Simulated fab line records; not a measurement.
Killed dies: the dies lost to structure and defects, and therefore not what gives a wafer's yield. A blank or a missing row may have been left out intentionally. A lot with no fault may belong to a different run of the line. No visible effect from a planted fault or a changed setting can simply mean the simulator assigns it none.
Check of tool commonality / flow gf180mcu / Sampled: 14 lots, 42 wafers

== WHY IT WAS OPENED ==
Of 14 lots, 4 have the reading HV_LDD_01_OVL flagged at GF_HV_LDD_OVL_MEAS_20. No-fault wafers: -0.6 nm, standard deviation 1.3.
Rule: a lot gets a flag if all its wafers with a number sit over 4 standard deviations from that mean, or if no wafer of it has a number. The rest of the lots are taken to be sound.

lot=L304; measured=day 10 23:17; on=overlay-01; HV_LDD_01_OVL (nm), wafer by wafer=1.9 -0.6 1.4; flag=
lot=L305; measured=day 11 11:47; on=overlay-01; HV_LDD_01_OVL (nm), wafer by wafer=-0.2 -3.1 -2.0; flag=
lot=L306; measured=day 12 00:14; on=overlay-02; HV_LDD_01_OVL (nm), wafer by wafer=-2.0 -0.9 -1.9; flag=
lot=L308; measured=day 12 12:28; on=overlay-02; HV_LDD_01_OVL (nm), wafer by wafer=0.1 0.8 -0.8; flag=
lot=L309; measured=day 12 19:02; on=overlay-01; HV_LDD_01_OVL (nm), wafer by wafer=-1.6 -1.3 -1.3; flag=
lot=L311; measured=day 13 08:55; on=overlay-01; HV_LDD_01_OVL (nm), wafer by wafer=1.5 1.1 0.0; flag=
lot=L315; measured=day 14 13:34; on=overlay-02; HV_LDD_01_OVL (nm), wafer by wafer=-75.0 -75.2 -75.1; flag=FLAGGED
lot=L316; measured=day 14 20:44; on=overlay-02; HV_LDD_01_OVL (nm), wafer by wafer=-2.5 -0.9 -2.7; flag=
lot=L317; measured=day 15 03:13; on=overlay-02; HV_LDD_01_OVL (nm), wafer by wafer=-78.6 -76.5 -76.2; flag=FLAGGED
lot=L319; measured=day 15 18:10; on=overlay-02; HV_LDD_01_OVL (nm), wafer by wafer=-76.2 -76.3 -78.2; flag=FLAGGED
lot=L320; measured=day 16 02:37; on=overlay-01; HV_LDD_01_OVL (nm), wafer by wafer=-73.8 -75.3 -75.1; flag=FLAGGED
lot=L324; measured=day 17 10:07; on=overlay-01; HV_LDD_01_OVL (nm), wafer by wafer=-0.3 1.3 -0.2; flag=
lot=L325; measured=day 17 14:19; on=overlay-02; HV_LDD_01_OVL (nm), wafer by wafer=-2.0 -2.0 -2.6; flag=
lot=L326; measured=day 17 22:43; on=overlay-02; HV_LDD_01_OVL (nm), wafer by wafer=-1.8 -2.7 -2.1; flag=
On average the flagged lots' numbers are -76.0 nm, which is -75.4 nm against the usual, or -58 standard deviations.

== WHICH TOOL EACH LOT WENT THROUGH ==
The record holds 1 process step before the reading, out of a route of 602 steps. In each cell: the tool, then ch and the chambers that the sampled wafers went through, then the start.
lot=L304; flag=; GF_HV_LDD_EXPOSE_16=iline-stepper-01 ch 0, day 10 14:40
lot=L305; flag=; GF_HV_LDD_EXPOSE_16=iline-stepper-02 ch 0, day 11 02:35
lot=L306; flag=; GF_HV_LDD_EXPOSE_16=iline-stepper-01 ch 0, day 11 15:35
lot=L308; flag=; GF_HV_LDD_EXPOSE_16=iline-stepper-02 ch 0, day 12 02:22
lot=L309; flag=; GF_HV_LDD_EXPOSE_16=iline-stepper-02 ch 0, day 12 09:28
lot=L311; flag=; GF_HV_LDD_EXPOSE_16=iline-stepper-01 ch 0, day 12 22:57
lot=L315; flag=FLAGGED; GF_HV_LDD_EXPOSE_16=iline-stepper-02 ch 0, day 14 03:31
lot=L316; flag=; GF_HV_LDD_EXPOSE_16=iline-stepper-01 ch 0, day 14 10:23
lot=L317; flag=FLAGGED; GF_HV_LDD_EXPOSE_16=iline-stepper-02 ch 0, day 14 16:36
lot=L319; flag=FLAGGED; GF_HV_LDD_EXPOSE_16=iline-stepper-02 ch 0, day 15 07:33
lot=L320; flag=FLAGGED; GF_HV_LDD_EXPOSE_16=iline-stepper-02 ch 0, day 15 15:34
lot=L324; flag=; GF_HV_LDD_EXPOSE_16=iline-stepper-01 ch 0, day 16 22:53
lot=L325; flag=; GF_HV_LDD_EXPOSE_16=iline-stepper-01 ch 0, day 17 02:52
lot=L326; flag=; GF_HV_LDD_EXPOSE_16=iline-stepper-01 ch 0, day 17 10:51
What is done by these steps:
- GF_HV_LDD_EXPOSE_16: exposes mask Pplus LV AREA, target cd 400 nm.
- GF_HV_LDD_OVL_MEAS_20

== FLAGGED AGAINST TOTAL, ONE TOOL AT A TIME (gauges that did the reading follow at the end) ==
step=GF_HV_LDD_EXPOSE_16; tool=iline-stepper-01; lots run=7; flagged=0; share of the flagged lots=none; sound lots run after its first flagged lot=-
step=GF_HV_LDD_EXPOSE_16; tool=iline-stepper-02; lots run=7; flagged=4; share of the flagged lots=all; sound lots run after its first flagged lot=0
step=GF_HV_LDD_OVL_MEAS_20; tool=overlay-01; lots run=6; flagged=1; share of the flagged lots=some; sound lots run after its first flagged lot=1 (L324)
step=GF_HV_LDD_OVL_MEAS_20; tool=overlay-02; lots run=8; flagged=3; share of the flagged lots=some; sound lots run after its first flagged lot=3 (L316,L325,L326)

== WHAT THE TABLE ALLOWS ==
1 row of the table ran every flagged lot: iline-stepper-02 at GF_HV_LDD_EXPOSE_16.
- iline-stepper-02 at GF_HV_LDD_EXPOSE_16 ran 7 lots, 4 of them flagged. Last sound lot L309 at day 12 09:28, first flagged lot L315 at day 14 03:31; a fault beginning in between fits.
iline-stepper-02 at GF_HV_LDD_EXPOSE_16 is the single tool remaining.

== WHAT THE SIMULATOR HAD PUT IN ==
Scanner matching overlay: iline-stepper-02, from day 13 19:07 on, at GF_HV_LDD_EXPOSE_16. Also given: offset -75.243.
Lots struck among those shown: L315, L317, L319, L320. The rule above found the same.
